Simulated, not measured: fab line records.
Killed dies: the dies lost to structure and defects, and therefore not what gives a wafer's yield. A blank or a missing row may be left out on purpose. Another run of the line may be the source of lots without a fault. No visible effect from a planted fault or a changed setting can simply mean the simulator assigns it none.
A lot that was struck, set against a sound lot ; flow sky130 ; 36 out of 708 route steps
Sound: these wafers, L617.1, L617.2, L617.5. Wafers L628.3, L628.4, L628.5 were the ones struck. At the end, the cause is stated.
Order at every step that has rows: each side's tool, ch and its chambers, its first start. Under that, the readings that differ: sound wafers ; struck wafers ; difference of the means ; sigmas: that difference in standard deviations of wafers without a fault.
alike: words and numbers the same on both sides, and readings whose means are apart by under 2 such deviations; not compared: readings that were withheld, readings missing a value for some wafer, numbers with overlapping values and no deviation given by the record, and bounds like >300 which may hide the same value.
The two part at a step that has a row with sigmas, a row that says differs or no value, or rows on one side only. When numbers do not overlap yet have no deviation, they are printed without sigmas and do not part them. A reading that every wafer of one side lacks parts them only if that side has two wafers or more.

first, 9 steps without rows for these wafers: SKY_VIA3_ETCH_14 (etches BARC in N2/H2, stops on SiO2, time 45.9 s, target depth 60 nm); SKY_VIA3_ETCH_15 (etches SiO2 in C4F8/O2/Ar, stops on TiN, target depth 507 nm, time 78 s); SKY_VIA3_STRIP_16 (strips in O2/N2); SKY_VIA3_STRIP_17 (strips in post etch residue remover, time 1200 s); SKY_VIA3_CLEAN_18 (cleans in IPA, time 180 s); SKY_VIA3_CLEAN_19 (cleans in O3/DIW); SKY_VIA3_SPUTTER_20 (material TiN, target thk 20 nm, time 80 s); SKY_VIA3_CVD_21 (deposits W, target thk 390 nm, time 117.31 s); SKY_VIA3_CMP_24 (polishes, stops on SiO2, t overpolish 20 s, target thk 0 nm).
SKY_METAL4_SPUTTER_00: material Ti, target thk 15 nm, time 10 s.
  sound on pvd sputter-03, day 43 19:58; struck on pvd sputter-01, day 46 16:13
  alike: throttle valve pct
then, 25 steps without rows for these wafers: SKY_METAL4_SPUTTER_01 (material TiN, target thk 20 nm, time 16.7 s); SKY_METAL4_SPUTTER_02 (material AlCu, target thk 735 nm, time 39.1 s); SKY_METAL4_SPUTTER_03 (material Ti, target thk 5 nm, time 3.3 s); SKY_METAL4_SPUTTER_04 (material TiN, target thk 70 nm, time 58.3 s); SKY_CAP2M_CVD_00 (deposits SiO2, target thk 15.5 nm); SKY_CAP2M_SPUTTER_02 (material TiN, target thk 200 nm, time 166.7 s); SKY_CAP2M_DEHYDRATE_05 (time 60 s); SKY_CAP2M_HMDS_06 (prime time 60 s); SKY_CAP2M_COAT_07 (resist thk 1140 nm); SKY_CAP2M_SOFTBAKE_08 (time 60 s); SKY_CAP2M_EXPOSE_09 (exposes mask CAP2M, target cd 1000 nm); SKY_CAP2M_PEB_10; SKY_CAP2M_DEVELOP_11 (develop time 60 s); SKY_CAP2M_METAL_ETCH_13 (etches TiN in Cl2/BCl3, stops on SiO2, target depth 220 nm, time 62.9 s); SKY_CAP2M_STRIP_14 (strips in O2/N2); SKY_CAP2M_STRIP_15 (strips in post etch residue remover, time 1200 s); SKY_CAP2M_CLEAN_16 (cleans in IPA, time 180 s); SKY_CAP2M_CLEAN_17 (cleans in O3/DIW); SKY_METAL4_DEHYDRATE_05 (time 60 s); SKY_METAL4_HMDS_06 (prime time 60 s); SKY_METAL4_COAT_07 (resist thk 60 nm); SKY_METAL4_COAT_08 (resist thk 1140 nm); SKY_METAL4_SOFTBAKE_09 (time 90 s); SKY_METAL4_EXPOSE_10 (exposes mask MM4, target cd 300 nm); SKY_METAL4_PEB_11.
-- the record jumps here: 5 days lie between the struck wafers' starts before and after (it left off in module METAL4 and takes up again in module PAD_OPEN, whose first step shown is number 708 of the route) --
SKY_PAD_OPEN_PROBE_99:
  sound on prober-02, day 49 12:21; struck on prober-02, day 51 18:25
reading;sound;struck;difference;sigmas
hold;- - -;await dispo/2.1h/release await dispo/2.1h/release await dispo/2.1h/release;no value on the sound wafers;
defect limited yield (%);83.1 82.9 83.5;72.6 74.0 74.0;-9.6;-6
killed_at_M4_up;2 3 3;59 56 59;+55;+37
killed dies;83 84 81;135 128 128;+48;+6
sort_bin_3_pad_short (%);1.4 0.6 1.0;2.8 2.8 5.1;+2.6;+6
sort_bin_5_function (%);10.0 9.3 8.9;18.1 17.5 13.8;+7.1;+5
sort n pass;409 408 411;357 364 364;-48;-6
sort yield pct (%);83.1 82.9 83.5;72.6 74.0 74.0;-9.6;-6
model.etest.tester.sort n pass;409 408 411;357 364 364;-48;
model.etest.tester.sort yield pct (%);83.13 82.93 83.54;72.56 73.98 73.98;-9.69;
model.etest.tester.sort_bin_5_pct (%);9.959 9.35 8.943;18.09 17.48 13.82;+7.05;
model.etest.tester.sort_bin_3_pct (%);1.423 0.6098 1.016;2.846 2.846 5.081;+2.575;
  alike: killed_at_M0_to_M3, killed at contacts, killed at front end, killed at other, killed open, killed short, sort_bin_6_memory

## WHERE THEY PART
SKY_PAD_OPEN_PROBE_99 only, going by this record.

WHY: what the simulator had put in
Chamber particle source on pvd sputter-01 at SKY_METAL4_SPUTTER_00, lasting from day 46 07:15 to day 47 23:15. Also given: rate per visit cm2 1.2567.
